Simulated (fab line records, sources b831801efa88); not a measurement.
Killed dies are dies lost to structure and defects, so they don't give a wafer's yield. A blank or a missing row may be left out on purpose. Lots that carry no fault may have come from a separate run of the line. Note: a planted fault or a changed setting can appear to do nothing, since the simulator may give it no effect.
Which tool did it? || flow gf180mcu || Sampling: 13 lots, 39 wafers, 5 of 602 route steps

WHAT THE GAUGES SHOWED, per wafer
GF_MVPSD_TW_MEAS_11. Usual: MVPSD_TW 552, standard deviation 4.2.
{"lot": "L643", "measured": "day 5 07:48", "on": "film-metro-04", "MVPSD_TW": "554 560 555", "flag": ""}
{"lot": "L644", "measured": "day 5 12:50", "on": "film-metro-02", "MVPSD_TW": "547 548 547", "flag": ""}
{"lot": "L645", "measured": "day 5 16:53", "on": "film-metro-01", "MVPSD_TW": "547 546 544", "flag": ""}
{"lot": "L646", "measured": "day 6 00:13", "on": "film-metro-04", "MVPSD_TW": "557 554 557", "flag": ""}
{"lot": "L647", "measured": "day 6 07:19", "on": "film-metro-01", "MVPSD_TW": "546 546 547", "flag": ""}
{"lot": "L649", "measured": "day 6 17:46", "on": "film-metro-01", "MVPSD_TW": "548 548 546", "flag": ""}
{"lot": "L652", "measured": "day 7 10:28", "on": "film-metro-04", "MVPSD_TW": "556 556 555", "flag": ""}
{"lot": "L655", "measured": "day 8 04:14", "on": "film-metro-04", "MVPSD_TW": "366 367 367", "flag": "OFF"}
{"lot": "L656", "measured": "day 8 12:53", "on": "film-metro-04", "MVPSD_TW": "368 365 368", "flag": "OFF"}
{"lot": "L657", "measured": "day 8 22:22", "on": "film-metro-02", "MVPSD_TW": "364 365 365", "flag": "OFF"}
{"lot": "L663", "measured": "day 10 09:13", "on": "film-metro-02", "MVPSD_TW": "546 551 541", "flag": ""}
{"lot": "L664", "measured": "day 10 14:28", "on": "film-metro-04", "MVPSD_TW": "554 552 554", "flag": ""}
{"lot": "L665", "measured": "day 10 20:08", "on": "film-metro-04", "MVPSD_TW": "550 550 552", "flag": ""}

GF_VT_IMPLANT_RS_MEAS_49: measures by four-point-probe. Usual: MVPSD_RS 1171 ohm/sq, standard deviation 3.3.
{"lot": "L643", "measured": "day 7 20:44", "on": "film-metro-02", "MVPSD_RS (ohm/sq)": "1176 1172 1173", "flag": ""}
{"lot": "L644", "measured": "day 8 02:40", "on": "film-metro-02", "MVPSD_RS (ohm/sq)": "1173 1170 1171", "flag": ""}
{"lot": "L645", "measured": "day 8 06:52", "on": "film-metro-04", "MVPSD_RS (ohm/sq)": "1171 1171 1171", "flag": ""}
{"lot": "L646", "measured": "day 8 16:13", "on": "film-metro-04", "MVPSD_RS (ohm/sq)": "1168 1167 1168", "flag": ""}
{"lot": "L647", "measured": "day 8 23:47", "on": "film-metro-01", "MVPSD_RS (ohm/sq)": "1168 1169 1168", "flag": ""}
{"lot": "L649", "measured": "day 9 10:58", "on": "film-metro-02", "MVPSD_RS (ohm/sq)": "1170 1173 1172", "flag": ""}
{"lot": "L652", "measured": "day 10 05:41", "on": "film-metro-02", "MVPSD_RS (ohm/sq)": "1173 1174 1172", "flag": ""}
{"lot": "L655", "measured": "day 11 01:44", "on": "film-metro-04", "MVPSD_RS (ohm/sq)": "2881 2888 2860", "flag": "OFF"}
{"lot": "L656", "measured": "day 11 12:16", "on": "film-metro-04", "MVPSD_RS (ohm/sq)": "2862 2894 2860", "flag": "OFF"}
{"lot": "L657", "measured": "day 11 23:41", "on": "film-metro-04", "MVPSD_RS (ohm/sq)": "2870 2857 2855", "flag": "OFF"}
{"lot": "L663", "measured": "day 13 13:20", "on": "film-metro-02", "MVPSD_RS (ohm/sq)": "1168 1172 1171", "flag": ""}
{"lot": "L664", "measured": "day 13 20:04", "on": "film-metro-04", "MVPSD_RS (ohm/sq)": "1173 1176 1173", "flag": ""}
{"lot": "L665", "measured": "day 14 02:52", "on": "film-metro-04", "MVPSD_RS (ohm/sq)": "1171 1175 1172", "flag": ""}

GF_POLY_GATE_OVL_MEAS_11. Usual: POLY_GATE_OVL 1 nm, standard deviation 4.8.
{"lot": "L643", "measured": "day 9 11:39", "on": "overlay-02", "POLY_GATE_OVL (nm)": "-1 0 4", "flag": ""}
{"lot": "L644", "measured": "day 9 20:58", "on": "overlay-01", "POLY_GATE_OVL (nm)": "9 1 8", "flag": ""}
{"lot": "L645", "measured": "day 9 22:16", "on": "overlay-01", "POLY_GATE_OVL (nm)": "6 0 2", "flag": ""}
{"lot": "L646", "measured": "day 10 07:47", "on": "overlay-01", "POLY_GATE_OVL (nm)": "-2 3 -1", "flag": ""}
{"lot": "L647", "measured": "day 10 17:40", "on": "overlay-01", "POLY_GATE_OVL (nm)": "0 -1 -1", "flag": ""}
{"lot": "L649", "measured": "day 11 04:49", "on": "overlay-01", "POLY_GATE_OVL (nm)": "3 5 11", "flag": ""}
{"lot": "L652", "measured": "day 12 02:35", "on": "overlay-01", "POLY_GATE_OVL (nm)": "-1 2 5", "flag": ""}
{"lot": "L655", "measured": "day 12 22:38", "on": "overlay-01", "POLY_GATE_OVL (nm)": "-3 5 -1", "flag": ""}
{"lot": "L656", "measured": "day 13 11:21", "on": "overlay-02", "POLY_GATE_OVL (nm)": "2 11 8", "flag": ""}
{"lot": "L657", "measured": "day 13 23:23", "on": "overlay-01", "POLY_GATE_OVL (nm)": "3 3 6", "flag": ""}
{"lot": "L663", "measured": "day 15 12:38", "on": "overlay-01", "POLY_GATE_OVL (nm)": "5 2 -4", "flag": ""}
{"lot": "L664", "measured": "day 15 21:50", "on": "overlay-01", "POLY_GATE_OVL (nm)": "-1 5 0", "flag": ""}
{"lot": "L665", "measured": "day 16 02:07", "on": "overlay-01", "POLY_GATE_OVL (nm)": "-3 -10 0", "flag": ""}

GF_CONTACT_THK_MEAS_01. Usual: CONTACT_CVD_00_THK 300.3 nm, standard deviation 2.7.
{"lot": "L643", "measured": "day 15 10:22", "on": "film-metro-01", "CONTACT_CVD_00_THK (nm)": "298.8 302.4 300.9", "flag": ""}
{"lot": "L644", "measured": "day 15 21:16", "on": "film-metro-02", "CONTACT_CVD_00_THK (nm)": "300.7 302.1 300.6", "flag": ""}
{"lot": "L645", "measured": "day 15 23:27", "on": "film-metro-02", "CONTACT_CVD_00_THK (nm)": "295.7 297.9 294.6", "flag": ""}
{"lot": "L646", "measured": "day 16 09:50", "on": "film-metro-02", "CONTACT_CVD_00_THK (nm)": "306.6 304.4 308.3", "flag": ""}
{"lot": "L647", "measured": "day 17 00:04", "on": "film-metro-02", "CONTACT_CVD_00_THK (nm)": "296.5 292.3 300.0", "flag": ""}
{"lot": "L649", "measured": "day 17 13:31", "on": "film-metro-01", "CONTACT_CVD_00_THK (nm)": "305.1 304.7 303.1", "flag": ""}
{"lot": "L652", "measured": "day 18 18:08", "on": "film-metro-02", "CONTACT_CVD_00_THK (nm)": "298.2 297.7 300.5", "flag": ""}
{"lot": "L655", "measured": "day 19 22:38", "on": "film-metro-04", "CONTACT_CVD_00_THK (nm)": "301.2 300.9 298.7", "flag": ""}
{"lot": "L656", "measured": "day 20 07:51", "on": "film-metro-04", "CONTACT_CVD_00_THK (nm)": "300.4 303.6 298.3", "flag": ""}
{"lot": "L657", "measured": "day 21 00:28", "on": "film-metro-01", "CONTACT_CVD_00_THK (nm)": "302.9 297.5 300.2", "flag": ""}
{"lot": "L663", "measured": "day 22 17:32", "on": "film-metro-04", "CONTACT_CVD_00_THK (nm)": "300.1 304.2 303.9", "flag": ""}
{"lot": "L664", "measured": "day 23 04:41", "on": "film-metro-02", "CONTACT_CVD_00_THK (nm)": "299.8 300.1 304.2", "flag": ""}
{"lot": "L665", "measured": "day 23 08:04", "on": "film-metro-02", "CONTACT_CVD_00_THK (nm)": "302.0 301.5 301.8", "flag": ""}

TOOL THAT RAN EACH LOT (tool first, then ch and the chambers of the sampled wafers, then the start)
{"lot": "L643", "GF_MVPSD_IMPLANT_08": "implanter-01 ch 0, day 5 07:25"}
{"lot": "L644", "GF_MVPSD_IMPLANT_08": "implanter-03 ch 0, day 5 12:29"}
{"lot": "L645", "GF_MVPSD_IMPLANT_08": "implanter-02 ch 0, day 5 16:31"}
{"lot": "L646", "GF_MVPSD_IMPLANT_08": "implanter-02 ch 0, day 5 23:49"}
{"lot": "L647", "GF_MVPSD_IMPLANT_08": "implanter-01 ch 0, day 6 06:55"}
{"lot": "L649", "GF_MVPSD_IMPLANT_08": "implanter-02 ch 0, day 6 17:22"}
{"lot": "L652", "GF_MVPSD_IMPLANT_08": "implanter-01 ch 0, day 7 10:04"}
{"lot": "L655", "GF_MVPSD_IMPLANT_08": "implanter-02 ch 0, day 8 03:50"}
{"lot": "L656", "GF_MVPSD_IMPLANT_08": "implanter-02 ch 0, day 8 12:31"}
{"lot": "L657", "GF_MVPSD_IMPLANT_08": "implanter-02 ch 0, day 8 21:59"}
{"lot": "L663", "GF_MVPSD_IMPLANT_08": "implanter-03 ch 0, day 10 08:49"}
{"lot": "L664", "GF_MVPSD_IMPLANT_08": "implanter-01 ch 0, day 10 14:05"}
{"lot": "L665", "GF_MVPSD_IMPLANT_08": "implanter-01 ch 0, day 10 19:44"}
- GF_MVPSD_IMPLANT_08

AS READ BY THE TOOLS THEMSELVES (means over the sampled wafers that have a number; for cases with no such wafer, the mark the record gives instead)
GF_MVPSD_IMPLANT_08. Usual: dose-ions-cm2 1.4998e+13, standard deviation 1.6e+10; faraday-current-uA 84.9, standard deviation 1.6.
{"lot": "L643", "tool": "implanter-01", "dose-ions-cm2": 1.4994e+13, "faraday-current-uA": 84.9, "flag": ""}
{"lot": "L644", "tool": "implanter-03", "dose-ions-cm2": 1.5031e+13, "faraday-current-uA": 85.0, "flag": ""}
{"lot": "L645", "tool": "implanter-02", "dose-ions-cm2": 1.4998e+13, "faraday-current-uA": 83.6, "flag": ""}
{"lot": "L646", "tool": "implanter-02", "dose-ions-cm2": 1.5002e+13, "faraday-current-uA": 84.7, "flag": ""}
{"lot": "L647", "tool": "implanter-01", "dose-ions-cm2": 1.4980e+13, "faraday-current-uA": 85.8, "flag": ""}
{"lot": "L649", "tool": "implanter-02", "dose-ions-cm2": 1.4995e+13, "faraday-current-uA": 84.6, "flag": ""}
{"lot": "L652", "tool": "implanter-01", "dose-ions-cm2": 1.4993e+13, "faraday-current-uA": 86.7, "flag": ""}
{"lot": "L655", "tool": "implanter-02", "dose-ions-cm2": 1.6733e+12, "faraday-current-uA": 9.4, "flag": "OFF"}
{"lot": "L656", "tool": "implanter-02", "dose-ions-cm2": 1.6693e+12, "faraday-current-uA": 9.4, "flag": "OFF"}
{"lot": "L657", "tool": "implanter-02", "dose-ions-cm2": 1.6773e+12, "faraday-current-uA": 9.4, "flag": "OFF"}
{"lot": "L663", "tool": "implanter-03", "dose-ions-cm2": 1.4996e+13, "faraday-current-uA": 84.9, "flag": ""}
{"lot": "L664", "tool": "implanter-01", "dose-ions-cm2": 1.4981e+13, "faraday-current-uA": 84.2, "flag": ""}
{"lot": "L665", "tool": "implanter-01", "dose-ions-cm2": 1.4981e+13, "faraday-current-uA": 84.6, "flag": ""}

THE ANSWER, worked out from the rows above alone
Rule: a lot counts as off when the mean over its wafers that have a number is more than 3 standard deviations away from the usual mean. A lot without any number at a reading at which 4 lots or more have one is off too. All remaining lots with rows at the step are treated as sound. Order of review: gauges by route order, followed by the tools' own readings, for which a lot's mean as printed above is used. At the first step where some lot is off, the reading lying furthest off is the one used; lots without a number count as furthest.
Off: at GF_MVPSD_TW_MEAS_11 (MVPSD_TW), L655, L656, L657.
A tool fits if, at a process step before that reading, it ran every lot that is off, and no sound lot after the first of them. Not tried: the gauges at GF_MVPSD_TW_MEAS_11; whatever is off there is also off at GF_MVPSD_IMPLANT_08, on other tools, and gauge error can't account for it. One fits: implanter-02 at GF_MVPSD_IMPLANT_08. A fault onset in the window from L649 (day 6 17:22, its last sound lot) to L655 (day 8 03:50, its first lot off) fits.
The tool's own readings at GF_MVPSD_IMPLANT_08 bear it out: on the lots that are off they differ by more than 5 times the standard deviation of the sound lots' means. dose-ions-cm2 reads 1.6733e+12 there against 1.4995e+13 on the sound lots; faraday-current-uA reads 9.4 there against 84.9 on the sound lots.

WHAT THE SIMULATOR HAD INSERTED
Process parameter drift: implanter-02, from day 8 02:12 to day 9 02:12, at GF_MVPSD_IMPLANT_08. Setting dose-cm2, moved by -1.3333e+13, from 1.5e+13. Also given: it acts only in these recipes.
Struck lots among those shown: L655, L656, L657. This agrees with what the rule above found.
